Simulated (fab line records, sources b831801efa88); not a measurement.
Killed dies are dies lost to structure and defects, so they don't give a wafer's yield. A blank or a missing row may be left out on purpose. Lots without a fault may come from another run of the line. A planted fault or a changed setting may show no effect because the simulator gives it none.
A struck lot beside a sound one | flow sky130 | 15 steps out of a route of 708
Sound: wafers L244.1, L244.2, L244.4. Struck: wafers L253.1, L253.2, L253.3. The cause comes at the end.
At each step with rows: each side's tool, then ch and its chambers, then its first start. Under that, the readings that differ: sound wafers | struck wafers | difference of the means | sigmas: that difference in standard deviations of wafers without a fault.
alike: readings whose means differ by less than 2 such deviations, and words and numbers that are the same on both sides. not compared: withheld readings, readings that some wafer has no value for, bounds like >300 that may hide the same value, and numbers for which the record gives no deviation and whose values overlap.
The two part at a step that has a row with sigmas, a row that says differs or no value, or rows on one side only. Numbers that don't overlap but have no deviation are shown without sigmas and don't part them. A reading that every wafer of one side lacks parts them only if that side has two wafers or more.

first, 1 step without rows for these wafers: SKY_VT_ADJUST_NCORE_IMPLANT_09.
SKY_VT_ADJUST_NCORE_STRIP_10: strips in O2/N2.
  sound on plasma_asher-03 ch 0,1, day 9 04:13; struck on plasma_asher-01 ch 0,1, day 11 09:28
  alike: drypump_motor_current_A, oes_product_au, strip_time_to_endpoint_s
  not compared: rf_hours_counter_h
SKY_VT_ADJUST_NCORE_TW_MEAS_11:
  sound on film_metro-03, day 9 04:19; struck on film_metro-04, day 11 09:34
  alike: VT_ADJUST_NCORE_TW
then, 7 steps without rows for these wafers: SKY_VT_ADJUST_HVTR_DEHYDRATE_00 (time 60 s); SKY_VT_ADJUST_HVTR_HMDS_01 (prime time 60 s); SKY_VT_ADJUST_HVTR_COAT_02 (resist thk 1140 nm); SKY_VT_ADJUST_HVTR_SOFTBAKE_03 (time 60 s); SKY_VT_ADJUST_HVTR_EXPOSE_04 (exposes mask HVTRM, target cd 380 nm); SKY_VT_ADJUST_HVTR_PEB_05; SKY_VT_ADJUST_HVTR_DEVELOP_06 (develop time 60 s).
SKY_VT_ADJUST_HVTR_CD_MEAS_07: target cd 380 nm.
  sound on cd_sem-02, day 10 02:11; struck on cd_sem-02, day 12 10:10
  alike: cd_nm
SKY_VT_ADJUST_HVTR_OVL_MEAS_08:
  sound on overlay-02, day 10 02:19; struck on overlay-02, day 12 10:17
  alike: VT_ADJUST_HVTR_OVL
SKY_VT_ADJUST_HVTR_IMPLANT_09:
  sound on implanter-04 ch 0, day 10 02:21; struck on implanter-03 ch 0, day 12 10:19
  reading                   | sound               | struck               | difference | sigmas
  beam_energy_keV           | 9.996 10.000 10.003 | 10.176 10.174 10.172 | +0.174     | +58
  model.implant.drp_nm (nm) | 17.11 17.11 17.11   | 17.32 17.32 17.32    | +0.21      |
SKY_VT_ADJUST_HVTR_STRIP_10: strips in O2/N2.
  sound on plasma_asher-03 ch 0,1, day 10 02:30; struck on plasma_asher-04 ch 0,1, day 12 10:28
  alike: drypump_motor_current_A, oes_product_au, strip_time_to_endpoint_s
  not compared: rf_hours_counter_h
SKY_PAD_OPEN_PROBE_99:
  the record has rows for the sound wafers here (prober-02, day 46 09:14) and none for the struck ones

WHERE THEY PART
First at SKY_VT_ADJUST_HVTR_IMPLANT_09; last, within this record, at SKY_PAD_OPEN_PROBE_99.

WHY: what the simulator had put in
Process parameter drift: implanter-03, from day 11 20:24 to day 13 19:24, at SKY_VT_ADJUST_HVTR_IMPLANT_09. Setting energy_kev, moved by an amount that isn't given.
